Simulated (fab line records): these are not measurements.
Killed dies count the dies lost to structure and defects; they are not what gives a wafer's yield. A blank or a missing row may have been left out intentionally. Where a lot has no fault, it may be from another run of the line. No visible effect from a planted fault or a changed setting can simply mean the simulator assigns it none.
One fault through the eyes of 2 desks :: flow sfqLine :: every desk sees just its own numbers, and what lay behind them comes last

DESK OF THE TOOL OWNER: rieMetal-04
The tool's own readings at SFQ_TRILAYER_M3_BARC_OPEN_METAL_ETCH_100 (etches BARC in O2, target depth 125 nm, time 41.7 s): means of the sampled wafers that have a number, for each lot that ran on this tool. Any lot whose mean is over 4 standard deviations away from the usual mean is out of limits and marked OUT; that distance is given in the brackets.
Columns: A = drypumpMotorCurrentA at SFQ_TRILAYER_M3_BARC_OPEN_METAL_ETCH_100, usual 5.3 A; B = oesProductAu at SFQ_TRILAYER_M3_BARC_OPEN_METAL_ETCH_100, usual 0.686 a.u.; C = runLengthS at SFQ_TRILAYER_M3_BARC_OPEN_METAL_ETCH_100, usual 69.6 s
lot: L837
first seen here: day 37 22:47
A: 5.2
B: 0.681
C: 69.7

lot: L842
first seen here: day 39 04:47
A: 5.1
B: 0.747 (+12) OUT
C: 65.5 (-12) OUT

lot: L845
first seen here: day 40 07:17
A: 5.2
B: 0.746 (+12) OUT
C: 65.3 (-13) OUT
Finding of this desk: L842, L845 out of limits; the first was L842 at day 39 04:47, on oesProductAu at SFQ_TRILAYER_M3_BARC_OPEN_METAL_ETCH_100. L837: within limits.

METROLOGY DESK
What the gauges read, lot by lot, whatever tool the lot ran on: means of the sampled wafers that have a number. Any lot whose mean is over 4 standard deviations away from the usual mean is out of limits and marked OUT; that distance is given in the brackets.
Columns: A = M3_NB_RS at SFQ_M3_RS_MEAS_919, usual 0.890 ohm/sq; B = M3_OVL at SFQ_M3_OVL_MEAS_921, usual -1 nm
lot: L834
first seen here: day 30 00:28
A: 0.890
B: -3

lot: L837
first seen here: day 31 15:22
A: 0.882
B: -4

lot: L842
first seen here: day 32 20:53
A: 0.891
B: -1

lot: L845
first seen here: day 33 20:19
A: 0.886
B: -15

lot: L846
first seen here: day 34 09:01
A: 0.893
B: -5

lot: L847
first seen here: day 34 20:06
A: 0.899
B: -0
Result from this desk: across the 6 lots, nothing is out of limits.

ALL TOGETHER
The tool owner's desk could have raised an alarm at day 39 04:47, on L842, L845.
The metrology desk saw nothing out of limits.
The metrology desk holds a record of L842, L845, inside its limits.
Every lot named ran SFQ_TRILAYER_M3_BARC_OPEN_METAL_ETCH_100 on rieMetal-04.

WHAT THE SIMULATOR HAD INSERTED
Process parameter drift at SFQ_TRILAYER_M3_BARC_OPEN_METAL_ETCH_100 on rieMetal-04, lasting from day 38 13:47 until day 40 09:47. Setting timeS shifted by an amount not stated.
Struck lots among those shown: L842, L845.
Delay in hours, fault start to first out-of-limits reading, by desk: the tool owner's desk at 15.
